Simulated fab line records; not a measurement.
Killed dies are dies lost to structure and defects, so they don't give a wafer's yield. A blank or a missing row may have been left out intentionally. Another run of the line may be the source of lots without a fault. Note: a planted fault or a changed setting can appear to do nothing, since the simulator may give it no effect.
What tool caused it? | flow gf180mcu | 24 lots, 72 wafers sampled, at 3 steps of a route of 602

== WHAT THE GAUGES SHOWED, per wafer ==
GF_HV_LDD_CD_MEAS_31 targets a cd of 400 nm.
lot  | measured     | on        | cd_nm (nm)
L074 | day 12 00:59 | cd_sem-02 | 399.1 399.0 400.1
L075 | day 12 10:50 | cd_sem-02 | 401.2 398.6 397.9
L076 | day 12 11:53 | cd_sem-02 | 395.2 394.7 396.2
L077 | day 12 21:10 | cd_sem-01 | 403.3 403.5 403.3
L078 | day 13 11:34 | cd_sem-02 | 401.5 403.4 401.2
L079 | day 13 17:49 | cd_sem-02 | 398.3 397.6 397.2
L080 | day 13 23:50 | cd_sem-01 | 398.6 396.1 396.7
L082 | day 14 13:03 | cd_sem-02 | 400.0 401.8 400.7
L081 | day 14 14:35 | cd_sem-02 | 399.3 398.4 400.8
L083 | day 14 20:58 | cd_sem-02 | 400.3 396.5 398.4
L084 | day 15 02:00 | cd_sem-01 | 402.7 403.4 401.9
L085 | day 15 08:19 | cd_sem-02 | 398.5 401.5 400.6
L086 | day 15 15:08 | cd_sem-02 | 398.5 397.9 397.0
L087 | day 16 00:06 | cd_sem-02 | 396.3 395.8 397.8
L088 | day 16 14:28 | cd_sem-01 | 396.7 400.1 397.3
L089 | day 17 01:56 | cd_sem-01 | 400.8 401.1 400.1
L090 | day 17 06:45 | cd_sem-02 | 401.9 402.0 402.3
L091 | day 17 13:47 | cd_sem-02 | 403.2 401.6 400.2
L092 | day 17 19:51 | cd_sem-01 | 404.0 403.9 405.7
L093 | day 18 06:38 | cd_sem-01 | 401.1 403.4 402.9
L094 | day 18 11:29 | cd_sem-02 | 397.3 398.1 398.2
L095 | day 19 01:40 | cd_sem-01 | 398.2 400.5 398.9
L096 | day 19 06:27 | cd_sem-02 | 399.2 397.7 398.3
L097 | day 19 14:26 | cd_sem-02 | 402.0 402.8 401.3

GF_V1_RS_MEAS_24: the measuring method here is four-point-probe.
lot  | measured     | on            | V1_W_RS (ohm/sq)
L074 | day 18 23:06 | film_metro-01 | 0.333 0.331 0.332
L075 | day 19 11:11 | film_metro-03 | 0.324 0.326 0.323
L076 | day 19 11:59 | film_metro-02 | 0.335 0.334 0.336
L077 | day 19 23:09 | film_metro-02 | 0.331 0.335 0.328
L078 | day 20 16:11 | film_metro-03 | 0.338 0.326 0.333
L079 | day 21 01:04 | film_metro-01 | 0.321 0.321 0.325
L080 | day 21 06:38 | film_metro-01 | 0.338 0.329 0.337
L082 | day 21 20:58 | film_metro-01 | 0.340 0.339 0.341
L081 | day 21 22:23 | film_metro-03 | 0.327 0.332 0.333
L083 | day 22 06:10 | film_metro-03 | 0.335 0.336 0.333
L084 | day 22 11:02 | film_metro-03 | 0.334 0.337 0.337
L085 | day 22 18:32 | film_metro-03 | 0.328 0.332 0.330
L086 | day 23 02:29 | film_metro-02 | 0.332 0.327 0.332
L087 | day 23 11:30 | film_metro-03 | 0.335 0.330 0.336
L088 | day 24 01:18 | film_metro-02 | 0.326 0.330 0.324
L089 | day 24 13:02 | film_metro-02 | 0.329 0.327 0.326
L090 | day 24 15:18 | film_metro-02 | 0.323 0.329 0.330
L091 | day 24 23:52 | film_metro-03 | 0.330 0.331 0.330
L092 | day 25 05:23 | film_metro-03 | 0.332 0.335 0.341
L093 | day 25 14:40 | film_metro-01 | 0.334 0.329 0.334
L094 | day 25 21:13 | film_metro-03 | 0.336 0.330 0.335
L095 | day 26 08:39 | film_metro-02 | 0.336 0.333 0.332
L096 | day 26 12:46 | film_metro-02 | 0.338 0.333 0.332
L097 | day 26 19:59 | film_metro-03 | 0.336 0.339 0.338

== EACH LOT AND THE TOOL THAT RAN IT (in order: tool; ch and the chambers of the sampled wafers; start) ==
lot  | GF_V1_SPUTTER_22
L074 | pvd_sputter-01, day 18 22:54
L075 | pvd_sputter-01, day 19 11:01
L076 | pvd_sputter-04, day 19 11:49
L077 | pvd_sputter-02, day 19 22:59
L078 | pvd_sputter-04, day 20 16:02
L079 | pvd_sputter-01, day 21 00:53
L080 | pvd_sputter-02, day 21 06:28
L082 | pvd_sputter-04, day 21 20:41
L081 | pvd_sputter-01, day 21 22:14
L083 | pvd_sputter-02, day 22 06:01
L084 | pvd_sputter-01, day 22 10:53
L085 | pvd_sputter-04, day 22 18:23
L086 | pvd_sputter-01, day 23 02:19
L087 | pvd_sputter-04, day 23 11:20
L088 | pvd_sputter-01, day 24 01:08
L089 | pvd_sputter-01, day 24 12:53
L090 | pvd_sputter-02, day 24 15:09
L091 | pvd_sputter-04, day 24 23:43
L092 | pvd_sputter-04, day 25 05:12
L093 | pvd_sputter-02, day 25 14:29
L094 | pvd_sputter-02, day 25 21:04
L095 | pvd_sputter-01, day 26 08:29
L096 | pvd_sputter-04, day 26 12:37
L097 | pvd_sputter-02, day 26 19:46
- GF_V1_SPUTTER_22: material TiN, target thk 10 nm, time 40 s.

== WHAT THE TOOLS THEMSELVES READ (means of the sampled wafers that have a number; where no wafer has one, the mark that the record gives instead) ==
GF_V1_SPUTTER_22.
lot  | tool           | throttle_valve_pct (%)
L074 | pvd_sputter-01 | 31.6
L075 | pvd_sputter-01 | 30.9
L076 | pvd_sputter-04 | 29.4
L077 | pvd_sputter-02 | 29.9
L078 | pvd_sputter-04 | 29.6
L079 | pvd_sputter-01 | 31.3
L080 | pvd_sputter-02 | 30.2
L082 | pvd_sputter-04 | 29.5
L081 | pvd_sputter-01 | 30.6
L083 | pvd_sputter-02 | 30.4
L084 | pvd_sputter-01 | 30.7
L085 | pvd_sputter-04 | 30.0
L086 | pvd_sputter-01 | 30.9
L087 | pvd_sputter-04 | 29.4
L088 | pvd_sputter-01 | 31.2
L089 | pvd_sputter-01 | 31.1
L090 | pvd_sputter-02 | 30.7
L091 | pvd_sputter-04 | 29.6
L092 | pvd_sputter-04 | 29.7
L093 | pvd_sputter-02 | 30.5
L094 | pvd_sputter-02 | 30.1
L095 | pvd_sputter-01 | 30.8
L096 | pvd_sputter-04 | 30.5
L097 | pvd_sputter-02 | 30.2

== THE ANSWER, worked out from the rows above alone ==
Rule: the lots themselves supply what counts as usual. The widest of any qualifying gaps counts: lots, ordered by their means at a reading, are off when they make up no more than a third of the lots, leave a main group of 4 or more, and stand apart from it by 3 or more times the standard deviation of that group's means. A main group is skipped when, at the precision printed for the reading in the tables above, its means are all equal. Also off: a lot with no number at a reading for which 4 or more lots have one. Where the step has rows for the other lots, those lots are counted as sound. The gauges are gone through in route order, then the tools' own readings, and for those a lot's mean is taken as printed above. The first step at which some lot is off is used, and at that step the reading that is off furthest; a lot without a number counts as furthest.
Nothing can be told from this: no lot is off at any reading shown.

== WHAT THE SIMULATOR HAD INSERTED ==
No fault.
